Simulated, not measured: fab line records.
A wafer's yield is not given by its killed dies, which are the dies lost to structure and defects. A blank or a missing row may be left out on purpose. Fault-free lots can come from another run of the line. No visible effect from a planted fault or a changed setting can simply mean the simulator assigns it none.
The tool behind it: which one? / flow gf180mcu / 27 wafers from 9 lots sampled at 5 of the route's 602 steps

## WHAT EACH GAUGE READ, for each wafer
GF_MIM_RS_MEAS_10: measures by four-point-probe.
lot=L366; measured=day 24 11:50; on=film metro-01; MIM_ALCU_RS (ohm/sq)=0.1611 0.1603 0.1622
lot=L368; measured=day 25 07:05; on=film metro-01; MIM_ALCU_RS (ohm/sq)=0.1580 0.1592 0.1581
lot=L371; measured=day 26 04:55; on=film metro-04; MIM_ALCU_RS (ohm/sq)=0.1567 0.1567 0.1605
lot=L372; measured=day 26 12:11; on=film metro-01; MIM_ALCU_RS (ohm/sq)=0.1575 0.1607 0.1594
lot=L376; measured=day 27 17:05; on=film metro-01; MIM_ALCU_RS (ohm/sq)=0.1615 0.1561 0.1607
lot=L380; measured=day 28 23:20; on=film metro-04; MIM_ALCU_RS (ohm/sq)=0.1617 0.1624 0.1633
lot=L386; measured=day 30 12:14; on=film metro-02; MIM_ALCU_RS (ohm/sq)=0.1597 0.1254 0.1577
lot=L387; measured=day 30 20:06; on=film metro-02; MIM_ALCU_RS (ohm/sq)=0.1612 0.1619 0.1619
lot=L388; measured=day 31 02:38; on=film metro-01; MIM_ALCU_RS (ohm/sq)=0.1618 0.1610 0.1605

## WHAT TOOL EACH LOT RAN ON (gives the tool, then ch and the chambers of the sampled wafers, and finally the start)
lot=L366; GF_V3_SPUTTER_21=pvd sputter-03, day 22 11:01; GF_M4_SPUTTER_02=pvd sputter-04, day 22 11:50; GF_MIM_SPUTTER_01=pvd sputter-02, day 24 11:31; GF_MIM_SPUTTER_08=pvd sputter-01, day 24 11:46
lot=L368; GF_V3_SPUTTER_21=pvd sputter-04, day 23 06:20; GF_M4_SPUTTER_02=pvd sputter-01, day 23 07:10; GF_MIM_SPUTTER_01=pvd sputter-04, day 25 06:46; GF_MIM_SPUTTER_08=pvd sputter-01, day 25 07:02
lot=L371; GF_V3_SPUTTER_21=pvd sputter-03, day 24 06:07; GF_M4_SPUTTER_02=pvd sputter-04, day 24 06:56; GF_MIM_SPUTTER_01=pvd sputter-02, day 26 04:35; GF_MIM_SPUTTER_08=pvd sputter-01, day 26 04:51
lot=L372; GF_V3_SPUTTER_21=pvd sputter-02, day 24 13:58; GF_M4_SPUTTER_02=pvd sputter-04, day 24 14:47; GF_MIM_SPUTTER_01=pvd sputter-04, day 26 11:51; GF_MIM_SPUTTER_08=pvd sputter-02, day 26 12:07
lot=L376; GF_V3_SPUTTER_21=pvd sputter-02, day 25 18:34; GF_M4_SPUTTER_02=pvd sputter-03, day 25 19:23; GF_MIM_SPUTTER_01=pvd sputter-02, day 27 16:46; GF_MIM_SPUTTER_08=pvd sputter-01, day 27 17:01
lot=L380; GF_V3_SPUTTER_21=pvd sputter-04, day 27 04:28; GF_M4_SPUTTER_02=pvd sputter-03, day 27 05:17; GF_MIM_SPUTTER_01=pvd sputter-02, day 28 22:59; GF_MIM_SPUTTER_08=pvd sputter-01, day 28 23:14
lot=L386; GF_V3_SPUTTER_21=pvd sputter-04, day 28 18:28; GF_M4_SPUTTER_02=pvd sputter-04, day 28 19:38; GF_MIM_SPUTTER_01=pvd sputter-02, day 30 11:56; GF_MIM_SPUTTER_08=pvd sputter-01, day 30 12:11
lot=L387; GF_V3_SPUTTER_21=pvd sputter-02, day 29 02:36; GF_M4_SPUTTER_02=pvd sputter-04, day 29 03:25; GF_MIM_SPUTTER_01=pvd sputter-02, day 30 19:45; GF_MIM_SPUTTER_08=pvd sputter-04, day 30 20:00
lot=L388; GF_V3_SPUTTER_21=pvd sputter-02, day 29 10:13; GF_M4_SPUTTER_02=pvd sputter-04, day 29 11:02; GF_MIM_SPUTTER_01=pvd sputter-02, day 31 02:17; GF_MIM_SPUTTER_08=pvd sputter-04, day 31 02:32
- GF_V3_SPUTTER_21: material Ti, target thk 15 nm, time 80.02 s.
- GF_M4_SPUTTER_02: material AlCu, target thk 450 nm, time 23.9 s.
- GF_MIM_SPUTTER_01: material TiN, target thk 30 nm, time 25 s.
- GF_MIM_SPUTTER_08: material AlCu, target thk 200 nm, time 10.6 s.

## THE ANSWER, worked out from the rows above alone
Rule: what is usual is taken from the lots themselves. The widest of any qualifying gaps counts: lots, ordered by their means at a reading, are off when they make up no more than a third of the lots, leave a main group of 4 or more, and stand apart from it by 3 or more times the standard deviation of that group's means. A main group is skipped when, at the precision printed for the reading in the tables above, its means are all equal. Also off: a lot with no number at a reading for which 4 or more lots have one. The other lots that the step has rows for count as sound.
Off: at GF_MIM_RS_MEAS_10 (MIM_ALCU_RS), L386. For the main group the mean is 0.1602 ohm/sq and the standard deviation 0.0015.
A tool fits if, at a process step before that reading, it ran every lot that is off, and no sound lot after the first of them. Those tools and the gauges at GF_MIM_RS_MEAS_10 are tried in the same way. This does not decide it: 2 tools fit, namely pvd sputter-04 at GF_V3_SPUTTER_21 and pvd sputter-01 at GF_MIM_SPUTTER_08.

## WHAT THE SIMULATOR HAD INSERTED
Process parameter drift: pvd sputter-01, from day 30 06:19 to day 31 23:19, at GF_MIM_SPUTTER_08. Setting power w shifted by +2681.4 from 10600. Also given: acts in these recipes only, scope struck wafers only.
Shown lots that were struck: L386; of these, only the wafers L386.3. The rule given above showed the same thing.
